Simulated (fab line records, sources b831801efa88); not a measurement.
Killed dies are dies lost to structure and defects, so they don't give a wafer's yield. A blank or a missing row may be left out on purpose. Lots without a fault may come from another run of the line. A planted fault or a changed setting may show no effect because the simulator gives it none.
fab line records | flow sky130 | part 1 of 2: steps 1 to 27 of 36
record lots=5 wafers=15 last_day=49
route steps=708 shown METAL1@454 VIA1@458 METAL2@483
lots that met no fault: from a run of the same line without faults
start_h: hours from the record's first day to the start of the lot's first wafer shown | wait_h: hours since the lot's step before | " the same as in the row above | L1.1+2: a row that stands for several wafers | - no value, or no start given | * or withheld: withheld | < > ~ a bound
route shown NAME@n: a module of which the file shows steps, and the number in the route of the first | usual: mean/standard deviation of fault-free wafers | same: alike in all rows | chamber/n: place in a boat | sites: the reading at each site | _std_site: their standard deviation | _edge_site: outer sites' mean less inner sites' | radius_mm: how far each site lies from the wafer's centre | mask NAME#n: copy n | behind: the tool/chamber that last shaped the wafer | hold: why the lot was held/for how many hours/how that ended | device: the transistor (n, p or np) that didn't switch | end of line: the same wafers' tests at the end of the route | a step without rows: its recipe alone | killed: dies lost to structure and defects at the first sort, not the wafer's yield | map: a wafer's dies, x killed, . not, _ none there
set.NAME: the setting as run; set.NAME@STEP: as run at that earlier step | model.NAME: the simulator's own value behind a step, which no gauge read
lots at some steps of the route; a table a step, a row a wafer
services: from which hour (start_h, from the record's first day; less than 0 if before it) a tool's chamber was out of use, for how many hours, and why
## steps
# step SKY_METAL1_STRIP_20
# recipe chemistry=O2/N2 power_w=1400 pressure_mtorr=1500 platen_temp_c=withheld o2_flow_sccm=3000 n2_flow_sccm=300 overash_fraction=0.5
# usual drypump_motor_current_A=5.8/0.5 oes_product_au=0.343/0.0043 strip_time_to_endpoint_s=2.704/0.029
# columns lot.wafer tool chamber start_h wait_h drypump_motor_current_A oes_product_au rf_hours_counter_h strip_time_to_endpoint_s
L076.1 plasma_asher-04 0 815.79 0.1 6.4 0.342 100 2.715
L076.2 " 1 " " 5.5 0.338 100 2.722
L076.5 " 0 " " 6.4 0.341 - 2.699
L083.1 plasma_asher-03 0 832.06 0.1 5.6 0.346 9 2.669
L083.4 " 1 " " 5.8 0.343 - 2.685
L083.6 " 0 " " 5.6 0.346 - 2.664
L087.1 plasma_asher-01 0 855.19 0.1 4.9 0.342 40 2.726
L087.5 " 0 " " 4.9 0.345 - 2.735
L087.6 " 1 " " 6.4 0.344 - 2.691
L089.1 plasma_asher-03 1 878.34 0.1 5.8 0.347 13 2.727
L089.2 " 0 " " 5.6 0.336 13 2.695
L089.4 " 0 " " 5.6 0.342 - 2.693
L090.3 plasma_asher-04 1 893.47 0.1 5.5 0.343 - 2.708
L090.5 " 0 " " 6.4 0.344 - 2.700
L090.6 " 1 " " 5.5 0.342 - 2.695
# step SKY_METAL1_STRIP_21
# recipe chemistry=post_etch_residue_remover time_s=1200 temp_c=72.5
# usual bath_guard_temp_C=72.7/0.5
# columns lot.wafer tool chamber start_h wait_h bath_guard_temp_C
L076.1 wet_bench-04 3 815.89 0.1 73.4
L076.2 " 3 " " 73.3
L076.5 " 3 " " 73.4
L083.1 wet_bench-03 0 832.16 0.1 72.4
L083.4 " 0 " " 72.2
L083.6 " 0 " " 72.5
L087.1 wet_bench-03 3 855.29 0.1 71.8
L087.5 " 3 " " 72.0
L087.6 " 3 " " 71.9
L089.1 wet_bench-04 1 878.44 0.1 72.4
L089.2 " 1 " " 72.6
L089.4 " 1 " " 72.6
L090.3 wet_bench-04 3 893.54 0.0 73.2
L090.5 " 3 " " 73.4
L090.6 " 3 " " 73.4
# step SKY_METAL1_CLEAN_22
# recipe chemistry=IPA time_s=180 temp_c=25
# columns lot.wafer tool chamber start_h wait_h
L076.1+2+5 wet_bench-01 3 816.23 0.0
L083.1+4+6 wet_bench-04 1 832.54 0.0
L087.1+5+6 wet_bench-04 1 855.66 0.0
L089.1+2+4 wet_bench-01 3 878.78 0.0
L090.3+5+6 wet_bench-01 3 893.88 0.0
# step SKY_METAL1_CLEAN_23
# recipe chemistry=O3/DIW dry=n2_spin
# columns lot.wafer tool chamber start_h wait_h
L076.1+2+5 wet_bench-03 0 816.29 0.0
L083.1+4+6 wet_bench-03 3 832.60 0.0
L087.1+5+6 wet_bench-03 1 855.72 0.0
L089.1+2+4 wet_bench-03 2 878.84 0.0
L090.3+5+6 wet_bench-04 3 893.94 0.0
# step SKY_VIA1_HDPCVD_00
# recipe material=SiO2 target_thk_nm=1030 sigma_open_frac=0.3 time_s=171.7 temp_c=400 sih4_flow_sccm=60 pressure_mtorr=6
# usual susceptor_temp_C=400.02/0.22
# columns lot.wafer tool chamber start_h wait_h susceptor_temp_C
L076.1 hdpcvd-02 1 816.38 0.0 400.14
L076.2 " 2 " " 399.69
L076.5 " 0 " " 399.88
L083.1 hdpcvd-02 2 832.70 0.0 399.98
L083.4 " 2 " " 400.10
L083.6 " 0 " " 400.13
L087.1 hdpcvd-02 1 855.82 0.0 400.02
L087.5 " 1 " " 399.85
L087.6 " 2 " " 399.89
L089.1 hdpcvd-02 0 878.93 0.0 400.25
L089.2 " 1 " " 399.67
L089.4 " 2 " " 400.10
L090.3 hdpcvd-02 1 894.03 0.0 400.08
L090.5 " 0 " " 399.95
L090.6 " 1 " " 399.88
# step SKY_VIA1_THK_MEAS_01
# recipe reads=SiO2_of_VIA1_HDPCVD_00
# usual VIA1_HDPCVD_THK=1035/9.8
# columns lot.wafer tool chamber start_h wait_h VIA1_HDPCVD_THK[nm]
L076.1 film_metro-02 - 816.49 0.1 1048
L076.2 " - " " 1042
L076.5 " - " " 1036
L083.1 film_metro-01 - 832.81 0.1 1047
L083.4 " - " " 1045
L083.6 " - " " 1022
L087.1 film_metro-02 - 855.93 0.1 1042
L087.5 " - " " 1057
L087.6 " - " " 1053
L089.1 film_metro-03 - 879.04 0.1 1024
L089.2 " - " " 1050
L089.4 " - " " 1043
L090.3 film_metro-01 - 894.17 0.1 1042
L090.5 " - " " 1031
L090.6 " - " " 1040
# step SKY_VIA1_CMP_02
# recipe material=SiO2 down_force_psi=4 platen_rpm=60 pad_velocity_m_s=0.94248
# usual motor_current_A=12.9/1.5
# columns lot.wafer tool chamber start_h wait_h motor_current_A
L076.1 cmp-02 1 816.60 0.1 12.4
L076.2 " 2 " " 11.3
L076.5 " 1 " " 11.7
L083.1 cmp-01 3 832.87 0.1 14.6
L083.4 " 1 " " 14.8
L083.6 " 3 " " 14.5
L087.1 cmp-01 2 856.09 0.1 14.1
L087.6 " 0 " " 10.7
L087.5 " 1 " " 14.7
L089.4 cmp-01 3 879.15 0.1 14.8
L089.2 " 0 " " 11.4
L089.1 " 1 " " 14.1
L090.3 cmp-01 3 895.20 1.0 14.1
L090.6 " 3 " " 15.0
L090.5 " 0 " " 11.4
# step SKY_VIA1_BOW_MEAS_03
# recipe mode=bow
# usual VIA1_BOW=79/6.1
# columns lot.wafer tool chamber start_h wait_h VIA1_BOW[um]
L076.1 film_metro-01 - 816.85 0.2 87
L076.2 " - " " 68
L076.5 " - " " 87
L083.1 film_metro-01 - 833.17 0.2 85
L083.4 " - " " 71
L083.6 " - " " 73
L087.1 film_metro-01 - 856.29 0.1 88
L087.5 " - " " 82
L087.6 " - " " 80
L089.1 film_metro-01 - 879.40 0.1 78
L089.2 " - " " 78
L089.4 " - " " 88
L090.3 film_metro-03 - 895.54 0.3 81
L090.5 " - " " 74
L090.6 " - " " 76
# step SKY_VIA1_DEHYDRATE_04
# recipe temp_c=200 time_s=60
# usual exhaust_pa=45.0/0.95
# columns lot.wafer tool chamber start_h wait_h exhaust_pa
L076.1 litho_track-02 0 829.17 12.3 44.2
L076.2 " 0 " " 43.4
L076.5 " 0 " " 43.9
L083.1 litho_track-04 0 845.14 12.0 45.0
L083.4 " 0 " " 43.3
L083.6 " 0 " " 42.7
L087.1 litho_track-03 0 869.38 13.1 44.9
L087.5 " 0 " " 45.3
L087.6 " 0 " " 45.0
L089.1 litho_track-02 0 892.47 13.0 42.7
L089.2 " 0 " " 42.8
L089.4 " 0 " " 42.9
L090.3 litho_track-04 0 907.39 11.8 44.8
L090.5 " 0 " " 43.9
L090.6 " 0 " " 44.9
# step SKY_VIA1_HMDS_05
# recipe prime_time_s=60 prime_temp_c=120
# usual exhaust_pa=45.0/0.9
# columns lot.wafer tool chamber start_h wait_h exhaust_pa
L076.1 litho_track-02 0 829.32 0.1 43.2
L076.2 " 0 " " 44.8
L076.5 " 0 " " 44.3
L083.1 litho_track-04 0 845.29 0.1 45.8
L083.4 " 0 " " 43.7
L083.6 " 0 " " 43.4
L087.1 litho_track-03 0 869.53 0.1 45.0
L087.5 " 0 " " 45.9
L087.6 " 0 " " 46.1
L089.1 litho_track-02 0 892.62 0.1 44.5
L089.2 " 0 " " 46.0
L089.4 " 0 " " 43.5
L090.3 litho_track-04 0 907.54 0.1 43.8
L090.5 " 0 " " 44.7
L090.6 " 0 " " 44.8
# step SKY_VIA1_COAT_06
# recipe resist=BARC temp_c=withheld time_s=withheld spin_rpm=3000 resist_thk_nm=60
# usual exhaust_pa=45.0/0.9
# columns lot.wafer tool chamber start_h wait_h exhaust_pa
L076.1 litho_track-02 0 829.47 0.1 43.9
L076.2 " 0 " " 45.2
L076.5 " 0 " " 45.0
L083.1 litho_track-04 0 845.44 0.1 44.3
L083.4 " 0 " " 45.6
L083.6 " 0 " " 44.5
L087.1 litho_track-03 0 869.68 0.1 45.7
L087.5 " 0 " " 47.0
L087.6 " 0 " " 46.9
L089.1 litho_track-02 0 892.77 0.1 44.5
L089.2 " 0 " " 45.9
L089.4 " 0 " " 43.9
L090.3 litho_track-04 0 907.69 0.1 45.8
L090.5 " 0 " " 45.4
L090.6 " 0 " " 44.8
# step SKY_VIA1_COAT_07
# recipe resist=KrF-thick spin_rpm=3000 resist_thk_nm=450
# usual exhaust_pa=45.0/0.86
# columns lot.wafer tool chamber start_h wait_h exhaust_pa
L076.1 litho_track-02 0 - - 46.0
L076.2 " 0 " " 45.1
L076.5 " 0 " " 44.3
L083.1 litho_track-04 0 - - 43.6
L083.4 " 0 " " 45.7
L083.6 " 0 " " 45.7
L087.1 litho_track-03 0 - - 46.4
L087.5 " 0 " " 46.0
L087.6 " 0 " " 46.0
L089.1 litho_track-02 0 - - 46.0
L089.2 " 0 " " 45.7
L089.4 " 0 " " 44.6
L090.3 litho_track-04 0 - - 44.7
L090.5 " 0 " " 43.6
L090.6 " 0 " " 45.0
# step SKY_VIA1_SOFTBAKE_08
# recipe temp_c=100 time_s=90 resist=KrF-thick
# usual exhaust_pa=44.6/0.88
# columns lot.wafer tool chamber start_h wait_h exhaust_pa
L076.1 litho_track-02 0 - - 45.0
L076.2 " 0 " " 45.1
L076.5 " 0 " " 45.6
L083.1 litho_track-04 0 - - 44.1
L083.4 " 0 " " 43.5
L083.6 " 0 " " 43.5
L087.1 litho_track-03 0 - - 43.9
L087.5 " 0 " " 44.3
L087.6 " 0 " " 45.6
L089.1 litho_track-02 0 - - 44.4
L089.2 " 0 " " 45.0
L089.4 " 0 " " 43.9
L090.3 litho_track-04 0 - - 44.8
L090.5 " 0 " " 45.3
L090.6 " 0 " " 44.6
# step SKY_VIA1_EXPOSE_09
# recipe mask_id=VIM na=0.8 source_shape=annular sigma_inner=0.55 sigma_outer=0.85 target_cd_nm=150 dose_mj=38
# same sigma_inner=0.55
# columns lot.wafer tool chamber start_h wait_h mask
L076.1+2+5 krf_scanner-02 0 - - VIM#0
L083.1+4+6 krf_scanner-01 0 - - VIM#0
L087.1+5+6 krf_scanner-02 0 - - VIM#0
L089.1+2+4 krf_scanner-01 0 - - VIM#0
L090.3+5+6 krf_scanner-02 0 - - VIM#0
# step SKY_VIA1_PEB_10
# recipe peb_temp_c=withheld peb_time_s=withheld resist=KrF-thick
# usual exhaust_pa=45.0/0.9
# columns lot.wafer tool chamber start_h wait_h exhaust_pa
L076.1 litho_track-03 0 - - 45.7
L076.2 " 0 " " 44.2
L076.5 " 0 " " 45.2
L083.1 litho_track-03 0 - - 44.2
L083.4 " 0 " " 43.6
L083.6 " 0 " " 43.8
L087.1 litho_track-02 0 - - 45.5
L087.5 " 0 " " 45.7
L087.6 " 0 " " 44.3
L089.1 litho_track-02 0 - - 44.1
L089.2 " 0 " " 44.8
L089.4 " 0 " " 44.5
L090.3 litho_track-02 0 - - 45.8
L090.5 " 0 " " 45.4
L090.6 " 0 " " 44.4
# step SKY_VIA1_DEVELOP_11
# recipe develop_time_s=60 resist=KrF-thick dev_temp_c=21
# usual exhaust_pa=45.2/0.87
# columns lot.wafer tool chamber start_h wait_h exhaust_pa
L076.1 litho_track-03 0 - - 43.9
L076.2 " 0 " " 45.3
L076.5 " 0 " " 46.0
L083.1 litho_track-03 0 - - 44.3
L083.4 " 0 " " 43.6
L083.6 " 0 " " 43.9
L087.1 litho_track-02 0 - - 43.1
L087.5 " 0 " " 44.2
L087.6 " 0 " " 44.4
L089.1 litho_track-02 0 - - 46.2
L089.2 " 0 " " 45.9
L089.4 " 0 " " 45.6
L090.3 litho_track-02 0 - - 46.4
L090.5 " 0 " " 45.0
L090.6 " 0 " " 44.6
# step SKY_VIA1_CD_MEAS_12
# recipe target_cd_nm=150
# usual cd_nm=150.5/2
# columns lot.wafer tool chamber start_h wait_h cd_nm
L076.1 cd_sem-01 - 842.68 - 152.4
L076.2 " - " " 153.0
L076.5 " - " " 152.7
L083.1 cd_sem-02 - 858.78 - 150.9
L083.4 " - " " 151.3
L083.6 " - " " 150.4
L087.1 cd_sem-02 - 883.37 - 152.9
L087.5 " - " " 150.2
L087.6 " - " " 150.2
L089.1 cd_sem-02 - 906.52 - 151.9
L089.2 " - " " 153.6
L089.4 " - " " 151.6
L090.3 cd_sem-01 - 920.26 - 148.5
L090.5 " - " " 151.0
L090.6 " - " " 149.7
# step SKY_VIA1_OVL_MEAS_13
# usual VIA1_OVL=1/6.3
# columns lot.wafer tool chamber start_h wait_h VIA1_OVL[nm]
L076.1 overlay-02 - 842.80 0.1 2
L076.2 " - " " 7
L076.5 " - " " 4
L083.1 overlay-01 - 858.90 0.1 13
L083.4 " - " " 3
L083.6 " - " " 6
L087.1 overlay-01 - 883.49 0.1 -3
L087.5 " - " " -5
L087.6 " - " " 6
L089.1 overlay-01 - 906.64 0.1 -4
L089.2 " - " " -4
L089.4 " - " " -8
L090.3 overlay-01 - 920.36 0.1 -13
L090.5 " - " " -9
L090.6 " - " " 1
# step SKY_VIA1_ETCH_14
# recipe chemistry=N2/H2 target=BARC ion_energy_ev=200 source_w=500 bias_w=100 pressure_mtorr=30 n2_flow_sccm=100 h2_flow_sccm=200 stop_on=SiO2 time_s=45.9 target_depth_a=600
# usual drypump_motor_current_A=5.7/0.3 oes_product_au=0.855/0.0042 throttle_valve_pct=13.225/0.0085
# columns lot.wafer tool chamber start_h wait_h drypump_motor_current_A oes_product_au rf_hours_counter_h throttle_valve_pct
L076.1 rie_diel-02 3 842.84 0.0 5.3 0.858 13 13.241
L076.2 " 2 " " 5.7 0.857 13 13.231
L076.5 " 1 " " 5.4 0.852 - 13.236
L083.1 rie_diel-02 0 858.94 0.0 5.6 0.855 23 13.239
L083.4 " 3 " " 5.3 0.861 13 13.206
L083.6 " 0 " " 5.7 0.861 - 13.237
L087.1 rie_diel-04 0 883.53 0.0 5.8 0.859 5 13.218
L087.5 " 2 " " 6.0 0.855 - 13.224
L087.6 " 3 " " 6.0 0.854 - 13.233
L089.1 rie_diel-01 3 906.68 0.0 6.3 0.848 17 13.223
L089.2 " 2 " " 5.2 0.859 3 13.227
L089.4 " 3 " " 6.3 0.849 - 13.212
L090.3 rie_diel-04 1 920.38 0.0 5.8 0.858 13 13.230
L090.5 " 0 " " 5.8 0.855 - 13.216
L090.6 " 2 " " 6.0 0.849 - 13.218
# step SKY_VIA1_ETCH_15
# recipe target=SiO2 chemistry=C4F8/O2/Ar target_depth_nm=351 stop_on=TiN mask_material=KrF-thick source_w=1500 bias_w=1200 pressure_mtorr=40 c4f8_flow_sccm=withheld O2_flow_sccm=6 Ar_flow_sccm=300 time_s=54
# usual oes_product_au=0.982/0.0063
# columns lot.wafer tool chamber start_h wait_h oes_product_au rf_hours_counter_h
L076.1 rie_diel-02 3 842.88 0.0 0.977 13
L076.2 " 2 " " 0.990 13
L076.5 " 1 " " 0.984 -
L083.1 rie_diel-02 0 858.98 0.0 0.995 23
L083.4 " 3 " " 0.986 13
L083.6 " 0 " " 0.985 -
L087.1 rie_diel-04 0 883.57 0.0 0.980 5
L087.5 " 2 " " 0.973 -
L087.6 " 3 " " 0.985 -
L089.1 rie_diel-01 3 906.72 0.0 0.983 17
L089.2 " 2 " " 0.979 3
L089.4 " 3 " " 0.977 -
L090.3 rie_diel-04 1 920.42 0.0 0.991 13
L090.5 " 0 " " 0.977 -
L090.6 " 2 " " 0.986 -
# step SKY_VIA1_STRIP_16
# recipe chemistry=O2/N2 power_w=1400 pressure_mtorr=1500 platen_temp_c=withheld o2_flow_sccm=3000 n2_flow_sccm=300 overash_fraction=0.5
# usual drypump_motor_current_A=5.8/0.45 oes_product_au=0.415/0.0045 strip_time_to_endpoint_s=4.462/0.021
# columns lot.wafer tool chamber start_h wait_h drypump_motor_current_A oes_product_au rf_hours_counter_h strip_time_to_endpoint_s
L076.1 plasma_asher-02 0 842.93 0.0 5.1 0.420 68 4.495
L076.2 " 1 " " 5.8 0.416 68 4.484
L076.5 " 1 " " 5.8 0.406 - 4.472
L083.1 plasma_asher-04 1 859.03 0.0 5.5 0.415 105 4.429
L083.4 " 0 " " 6.4 0.414 - 4.474
L083.6 " 1 " " 5.4 0.411 - 4.438
L087.1 plasma_asher-04 1 883.62 0.0 5.5 0.405 107 4.465
L087.5 " 0 " " 6.4 0.413 - 4.441
L087.6 " 1 " " 5.5 0.418 - 4.452
L089.1 plasma_asher-02 0 906.77 0.0 5.1 0.415 75 4.445
L089.2 " 1 " " 5.8 0.416 75 4.456
L089.4 " 1 " " 5.8 0.414 - 4.444
L090.3 plasma_asher-04 0 920.50 0.1 6.4 0.423 - 4.469
L090.5 " 1 " " 5.5 0.421 - 4.414
L090.6 " 0 " " 6.4 0.408 - 4.457
# step SKY_VIA1_STRIP_17
# recipe chemistry=post_etch_residue_remover time_s=1200 temp_c=72.5
# usual bath_guard_temp_C=72.8/0.37
# columns lot.wafer tool chamber start_h wait_h bath_guard_temp_C
L076.1 wet_bench-01 3 843.03 0.1 73.0
L076.2 " 3 " " 72.8
L076.5 " 3 " " 72.7
L083.1 wet_bench-01 0 859.13 0.1 72.7
L083.4 " 0 " " 72.6
L083.6 " 0 " " 72.5
L087.1 wet_bench-04 3 883.72 0.1 73.4
L087.5 " 3 " " 73.1
L087.6 " 3 " " 73.2
L089.1 wet_bench-04 0 906.87 0.1 73.0
L089.2 " 0 " " 72.7
L089.4 " 0 " " 72.5
L090.3 wet_bench-01 0 920.57 0.0 72.3
L090.5 " 0 " " 72.6
L090.6 " 0 " " 72.5
# step SKY_VIA1_CLEAN_18
# recipe chemistry=IPA time_s=180 temp_c=25
# columns lot.wafer tool chamber start_h wait_h
L076.1+2+5 wet_bench-04 0 843.37 0.0
L083.1+4+6 wet_bench-04 2 859.47 0.0
L087.1+5+6 wet_bench-02 1 884.06 0.0
L089.1+2+4 wet_bench-01 1 907.21 0.0
L090.3+5+6 wet_bench-04 1 921.01 0.0
# step SKY_VIA1_CLEAN_19
# recipe chemistry=O3/DIW dry=n2_spin
# columns lot.wafer tool chamber start_h wait_h
L076.1+2+5 wet_bench-02 3 843.43 0.0
L083.1+4+6 wet_bench-01 0 859.53 0.0
L087.1+5+6 wet_bench-04 1 884.12 0.0
L089.1+2+4 wet_bench-02 1 907.27 0.0
L090.3+5+6 wet_bench-02 2 921.07 0.0
# step SKY_VIA1_SPUTTER_20
# recipe material=TiN target_thk_nm=20 chamber_pressure_pa=5 power_w=4000 time_s=80
# usual throttle_valve_pct=29.6/1
# columns lot.wafer tool chamber start_h wait_h throttle_valve_pct
L076.1 pvd_sputter-02 - 843.52 0.0 28.9
L076.2 " - " " 29.7
L076.5 " - " " 29.1
L083.1 pvd_sputter-03 - 859.62 0.0 28.0
L083.4 " - " " 28.7
L083.6 " - " " 30.5
L087.1 pvd_sputter-03 - 884.21 0.0 28.0
L087.5 " - " " 27.9
L087.6 " - " " 30.4
L089.1 pvd_sputter-01 - 907.37 0.0 29.4
L089.2 " - " " 28.0
L089.4 " - " " 30.3
L090.3 pvd_sputter-03 - 921.16 0.0 30.5
L090.5 " - " " 30.4
L090.6 " - " " 28.4
# step SKY_VIA1_CVD_21
# recipe material=W target_thk_nm=270 time_s=80.902 temp_c=400 pressure_torr=40
# usual heater_power_w=845/89 susceptor_temp_C=400.01/0.2
# columns lot.wafer tool chamber start_h wait_h heater_power_w susceptor_temp_C
L076.1 cvd_w-02 0 843.58 0.0 922 400.03
L076.2 " 1 " " 771 400.12
L076.5 " 1 " " 751 399.93
L083.1 cvd_w-02 1 859.68 0.0 751 399.99
L083.4 " 0 " " 943 400.02
L083.6 " 1 " " 773 400.14
L087.1 cvd_w-02 1 884.27 0.0 775 400.20
L087.5 " 0 " " 910 400.08
L087.6 " 1 " " 768 400.43
L089.1 cvd_w-02 1 907.44 0.0 765 399.77
L089.2 " 0 " " 924 400.04
L089.4 " 0 " " 951 400.15
L090.3 cvd_w-01 0 921.25 0.1 922 399.98
L090.5 " 1 " " 740 399.67
L090.6 " 0 " " 942 400.23
# step SKY_VIA1_RS_MEAS_22
# recipe thk_meas_gauge=four-point-probe reads=W_of_VIA1_CVD_21+TiN_of_VIA1_SPUTTER_20
# usual VIA1_W_RS=0.426/0.0066
# columns lot.wafer tool chamber start_h wait_h VIA1_W_RS[ohm/sq]
L076.1 film_metro-03 - 843.67 0.1 0.432
L076.2 " - " " 0.436
L076.5 " - " " 0.436
L083.1 film_metro-02 - 859.77 0.1 0.429
L083.4 " - " " 0.439
L083.6 " - " " 0.429
L087.1 film_metro-03 - 884.36 0.1 0.430
L087.5 " - " " 0.423
L087.6 " - " " 0.430
L089.1 film_metro-03 - 907.53 0.1 0.430
L089.2 " - " " 0.420
L089.4 " - " " 0.422
L090.3 film_metro-01 - 921.36 0.1 0.422
L090.5 " - " " 0.433
L090.6 " - " " 0.428
